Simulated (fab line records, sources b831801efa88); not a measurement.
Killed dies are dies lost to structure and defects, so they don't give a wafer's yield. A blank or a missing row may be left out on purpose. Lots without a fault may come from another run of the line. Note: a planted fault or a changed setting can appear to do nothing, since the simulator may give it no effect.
Which of the tools did it? :: flow gf180mcu :: 33 wafers from 11 lots sampled at 3 of the route's 602 steps

WHAT EACH GAUGE READ, for each wafer
GF_CONTACT_RS_MEAS_25: a four-point-probe measurement.
lot: L338
measured: day 17 04:14
on: film-metro-02
CONTACT_W_RS (ohm/sq): 0.381 0.380 0.383

lot: L339
measured: day 17 12:03
on: film-metro-03
CONTACT_W_RS (ohm/sq): 0.439 0.435 0.436

lot: L341
measured: day 18 07:00
on: film-metro-02
CONTACT_W_RS (ohm/sq): 0.433 0.386 0.440

lot: L344
measured: day 19 07:29
on: film-metro-02
CONTACT_W_RS (ohm/sq): 0.388 0.393 0.390

lot: L349
measured: day 21 07:25
on: film-metro-03
CONTACT_W_RS (ohm/sq): 0.380 0.378 0.381

lot: L351
measured: day 21 18:08
on: film-metro-04
CONTACT_W_RS (ohm/sq): 0.387 0.380 0.381

lot: L353
measured: day 22 15:50
on: film-metro-04
CONTACT_W_RS (ohm/sq): 0.392 0.389 0.386

lot: L354
measured: day 22 21:20
on: film-metro-02
CONTACT_W_RS (ohm/sq): 0.384 0.382 0.385

lot: L356
measured: day 23 17:38
on: film-metro-02
CONTACT_W_RS (ohm/sq): 0.381 0.383 0.379

lot: L355
measured: day 23 20:02
on: film-metro-02
CONTACT_W_RS (ohm/sq): 0.384 0.384 0.382

lot: L357
measured: day 23 20:55
on: film-metro-04
CONTACT_W_RS (ohm/sq): 0.390 0.391 0.390

WHICH TOOL RAN EACH LOT (tool, then ch and the chambers of the sampled wafers, then the start)
lot: L338
GF_CONTACT_CMP_04: cmp-02 ch 2,3, day 16 04:16
GF_CONTACT_CVD_24: cvd-w-01 ch 0,1, day 17 04:08

lot: L339
GF_CONTACT_CMP_04: cmp-01 ch 1,2,3, day 16 11:49
GF_CONTACT_CVD_24: cvd-w-01 ch 0, day 17 11:56

lot: L341
GF_CONTACT_CMP_04: cmp-02 ch 0,3, day 17 06:46
GF_CONTACT_CVD_24: cvd-w-01 ch 0,1, day 18 06:53

lot: L344
GF_CONTACT_CMP_04: cmp-02 ch 0,2,3, day 18 06:11
GF_CONTACT_CVD_24: cvd-w-02 ch 0,1, day 19 07:23

lot: L349
GF_CONTACT_CMP_04: cmp-01 ch 0,1,3, day 20 05:55
GF_CONTACT_CVD_24: cvd-w-01 ch 0,1, day 21 07:19

lot: L351
GF_CONTACT_CMP_04: cmp-02 ch 0,1,3, day 20 17:07
GF_CONTACT_CVD_24: cvd-w-02 ch 0,1, day 21 18:02

lot: L353
GF_CONTACT_CMP_04: cmp-02 ch 0,2,3, day 21 15:07
GF_CONTACT_CVD_24: cvd-w-02 ch 0,1, day 22 15:44

lot: L354
GF_CONTACT_CMP_04: cmp-02 ch 1,2, day 21 20:46
GF_CONTACT_CVD_24: cvd-w-01 ch 0,1, day 22 21:14

lot: L356
GF_CONTACT_CMP_04: cmp-01 ch 0,1,3, day 22 18:11
GF_CONTACT_CVD_24: cvd-w-01 ch 0,1, day 23 17:32

lot: L355
GF_CONTACT_CMP_04: cmp-02 ch 2,3, day 22 20:16
GF_CONTACT_CVD_24: cvd-w-01 ch 0,1, day 23 19:56

lot: L357
GF_CONTACT_CMP_04: cmp-01 ch 1,2,3, day 22 21:07
GF_CONTACT_CVD_24: cvd-w-01 ch 0,1, day 23 20:49
- GF_CONTACT_CMP_04: polishes SiO2.
- GF_CONTACT_CVD_24: deposits W, target thk 300 nm, time 90.339 s.

THE ANSWER, worked out from the rows above alone
Rule: what is usual is taken from the lots themselves. The widest of any qualifying gaps counts: lots, ordered by their means at a reading, are off when they make up no more than a third of the lots, leave a main group of 4 or more, and stand apart from it by 3 or more times the standard deviation of that group's means. Not used: any main group whose means are identical at the precision the tables above print for the reading. A lot without any number at a reading at which 4 lots or more have one is off too. All remaining lots with rows at the step are treated as sound.
Off: at GF_CONTACT_RS_MEAS_25 (CONTACT_W_RS), L339, L341. For the main group the mean is 0.385 ohm/sq and the standard deviation 0.0039.
If a tool, at a process step before that reading, ran all the lots that are off and no sound lot after the first of them, it fits. The gauges at GF_CONTACT_RS_MEAS_25 are tried like those tools. None of those tried fits.

WHAT WAS PUT IN BY THE SIMULATOR
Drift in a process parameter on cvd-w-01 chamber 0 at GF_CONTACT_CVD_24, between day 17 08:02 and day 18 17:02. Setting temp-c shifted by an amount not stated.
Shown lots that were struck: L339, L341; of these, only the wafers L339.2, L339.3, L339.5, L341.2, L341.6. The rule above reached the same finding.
